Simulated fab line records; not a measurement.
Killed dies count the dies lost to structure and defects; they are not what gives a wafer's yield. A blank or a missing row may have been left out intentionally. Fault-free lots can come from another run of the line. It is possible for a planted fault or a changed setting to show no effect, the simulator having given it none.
Tool commonality check	flow sky130	12 lots and 42 wafers in the sample

REASON IT WAS OPENED
Of 12 lots, 2 have the reading NWELL_RS flagged at SKY_NWELL_RS_MEAS_29. Wafers without a fault read 625.0 ohm/sq, standard deviation 1.6.
Rule: flag the lot when none of its wafers has a number, or when each of its wafers that has one lies beyond 4 standard deviations from that mean. All remaining lots are regarded as sound.

lot	measured	on	NWELL_RS (ohm/sq), wafer by wafer	flag
L747	day 5 05:14	filmMetro-03	625.6 626.5 625.9	
L750	day 7 00:12	filmMetro-04	623.3 621.3 622.2	
L751	day 7 06:56	filmMetro-04	623.5 625.6 623.9	
L755	day 7 20:04	filmMetro-04	624.6 624.5 624.0	
L758	day 8 12:14	filmMetro-02	625.5 624.7 626.4	
L760	day 8 17:11	filmMetro-04	614.3 615.9 615.0 615.9 614.5 617.0	FLAGGED
L761	day 8 20:46	filmMetro-02	615.8 616.3 612.6 616.4 616.3 612.0	FLAGGED
L764	day 9 13:46	filmMetro-02	625.5 625.7 627.1	
L765	day 9 20:47	filmMetro-03	625.2 625.7 627.1	
L767	day 10 13:50	filmMetro-04	623.0 624.2 623.7	
L768	day 10 19:23	filmMetro-02	624.6 623.8 625.5	
L769	day 10 22:34	filmMetro-02	622.6 624.1 624.1	
On average the flagged lots' numbers are 615.2 ohm/sq, which is -9.8 ohm/sq against the usual, or -6 standard deviations.

LOT BY LOT: THE TOOL USED
2 process steps preceding the reading are held in the record, out of 708 steps in the route. Read each cell as the tool, then ch plus the chambers that the sampled wafers visited, then the start.
lot	flag	SKY_FIELD_ISO_STRIP_16	SKY_NWELL_IMPLANT_11
L747		plasmaAsher-03 ch 0,1, day 2 05:40	implanter-03 ch 0, day 4 10:51
L750		plasmaAsher-02 ch 0,1, day 2 20:49	implanter-03 ch 0, day 6 03:40
L751		plasmaAsher-01 ch 0,1, day 3 01:54	implanter-03 ch 0, day 6 10:49
L755		plasmaAsher-03 ch 0,1, day 4 04:53	implanter-03 ch 0, day 7 01:16
L758		plasmaAsher-03 ch 0,1, day 4 23:52	implanter-04 ch 0, day 7 14:49
L760	FLAGGED	plasmaAsher-02 ch 0,1, day 5 03:38	implanter-03 ch 0, day 7 19:17
L761	FLAGGED	plasmaAsher-01 ch 0,1, day 5 07:27	implanter-03 ch 0, day 7 22:07
L764		plasmaAsher-02 ch 1, day 5 21:04	implanter-04 ch 0, day 8 16:07
L765		plasmaAsher-03 ch 0,1, day 6 04:09	implanter-04 ch 0, day 8 21:43
L767		plasmaAsher-01 ch 0,1, day 6 14:00	implanter-04 ch 0, day 9 14:28
L768		plasmaAsher-01 ch 0, day 6 17:22	implanter-01 ch 0, day 9 20:19
L769		plasmaAsher-01 ch 0,1, day 6 23:53	implanter-01 ch 0, day 9 22:55
What these steps do:
- SKY_FIELD_ISO_STRIP_16: strips in O2/N2.
- SKY_NWELL_IMPLANT_11
- SKY_NWELL_RS_MEAS_29: measures by four-point-probe.

FLAGGED AGAINST TOTAL, ONE TOOL AT A TIME (gauges that did the reading follow at the end)
step	tool	lots run	flagged	share of the flagged lots	sound lots run after its first flagged lot
SKY_FIELD_ISO_STRIP_16	plasmaAsher-01	5	1	some	3 (L767,L768,L769)
SKY_FIELD_ISO_STRIP_16	plasmaAsher-02	3	1	some	1 (L764)
SKY_FIELD_ISO_STRIP_16	plasmaAsher-03	4	0	none	-
SKY_NWELL_IMPLANT_11	implanter-01	2	0	none	-
SKY_NWELL_IMPLANT_11	implanter-03	6	2	all	0
SKY_NWELL_IMPLANT_11	implanter-04	4	0	none	-
SKY_NWELL_RS_MEAS_29	filmMetro-02	5	1	some	3 (L764,L768,L769)
SKY_NWELL_RS_MEAS_29	filmMetro-03	2	0	none	-
SKY_NWELL_RS_MEAS_29	filmMetro-04	5	1	some	1 (L767)

WHAT IS ALLOWED BY THE TABLE
In the table, 1 row covers all flagged lots: implanter-03 at SKY_NWELL_IMPLANT_11.
- implanter-03 at SKY_NWELL_IMPLANT_11 ran 6 lots, 2 of them flagged. Last sound lot L755 at day 7 01:16, first flagged lot L760 at day 7 19:17; a fault beginning in between fits. Its own readings lie more than 4 standard deviations out on every wafer of the flagged lots: doseIonsCm2.
One tool is left: implanter-03 at SKY_NWELL_IMPLANT_11.

WHAT THE SIMULATOR HAD INSERTED
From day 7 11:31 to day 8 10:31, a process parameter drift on implanter-03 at SKY_NWELL_IMPLANT_11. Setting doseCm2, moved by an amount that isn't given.
Shown lots that were struck: L760, L761. The rule given above showed the same thing.
